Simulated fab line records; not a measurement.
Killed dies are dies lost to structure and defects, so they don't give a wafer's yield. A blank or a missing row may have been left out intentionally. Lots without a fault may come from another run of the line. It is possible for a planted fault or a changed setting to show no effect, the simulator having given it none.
A struck lot beside a sound one | flow sky130 | 14 steps out of a route of 708
Sound: the wafers L241.1, L241.2, L241.3. The struck wafers were L237.4, L237.5, L237.6. The cause is given at the end.
Order at every step that has rows: each side's tool, ch and its chambers, its first start. Under that, the readings that differ: sound wafers | struck wafers | difference of the means | sigmas: that difference in standard deviations of wafers without a fault.
alike: a reading whose means differ by less than 2 such deviations, as well as words and numbers matching on both sides. not compared: withheld readings; readings where some wafer has no value; bounds like >300 that might hide an equal value; numbers whose values overlap and for which the record gives no deviation.
Wherever a step has rows on one side only, a row that says differs or no value, or a row with sigmas, the two part there. Numbers that have no deviation but don't overlap get no sigmas and don't part them. Lack of a reading on every wafer of one side parts them only where that side has two or more wafers.

first, 3 steps without rows for these wafers: SKY_VT_ADJUST_PCH_EXPOSE_04 (exposes mask NWM, target cd 840 nm); SKY_VT_ADJUST_PCH_PEB_05; SKY_VT_ADJUST_PCH_DEVELOP_06 (develop time 60 s).
SKY_VT_ADJUST_PCH_OVL_MEAS_07:
  struck on overlay-02, day 11 19:23; sound on overlay-02, day 13 00:31
  alike: VT_ADJUST_PCH_OVL
next, for these wafers, 1 step has no rows: SKY_VT_ADJUST_PCH_IMPLANT_08.
SKY_VT_ADJUST_PCH_STRIP_09: strips in O2/N2.
  sound on plasma_asher-02 ch 0,1, day 13 00:43; struck on plasma_asher-03 ch 0,1, day 11 19:35
  reading                      | sound             | struck            | difference | sigmas
  strip_time_to_endpoint_s (s) | 36.70 36.70 36.75 | 37.23 37.10 36.99 | +0.39      | +4
  alike: drypump_motor_current_A, oes_product_au
  not compared: rf_hours_counter_h
SKY_VT_ADJUST_PCH_TW_MEAS_10:
  struck on film_metro-03, day 11 19:41; sound on film_metro-01, day 13 00:49
  alike: VT_ADJUST_PCH_TW
then, 5 steps without rows for these wafers: SKY_SONOS_TUNNEL_DEHYDRATE_00 (time 60 s); SKY_SONOS_TUNNEL_HMDS_01 (prime time 60 s); SKY_SONOS_TUNNEL_COAT_02 (resist thk 1140 nm); SKY_SONOS_TUNNEL_SOFTBAKE_03 (time 60 s); SKY_SONOS_TUNNEL_EXPOSE_04 (exposes mask TUNM, target cd 410 nm).
SKY_SONOS_TUNNEL_PEB_05:
  struck on litho_track-03, day 12 19:37; sound on litho_track-01 ch 0, day 14 00:55
  reading         | sound          | struck | difference                    | sigmas
  exhaust_pa (Pa) | 44.9 44.1 45.5 | - - -  | no value on the struck wafers |
  not compared: chill_plate_temp_C, resist_line_temp_C, time_s
then, 1 step without rows for these wafers: SKY_SONOS_TUNNEL_DEVELOP_06 (develop time 60 s).

## WHERE THEY PART
First at SKY_VT_ADJUST_PCH_STRIP_09; last, within this record, at SKY_SONOS_TUNNEL_PEB_05.

WHY: the cause the simulator had injected
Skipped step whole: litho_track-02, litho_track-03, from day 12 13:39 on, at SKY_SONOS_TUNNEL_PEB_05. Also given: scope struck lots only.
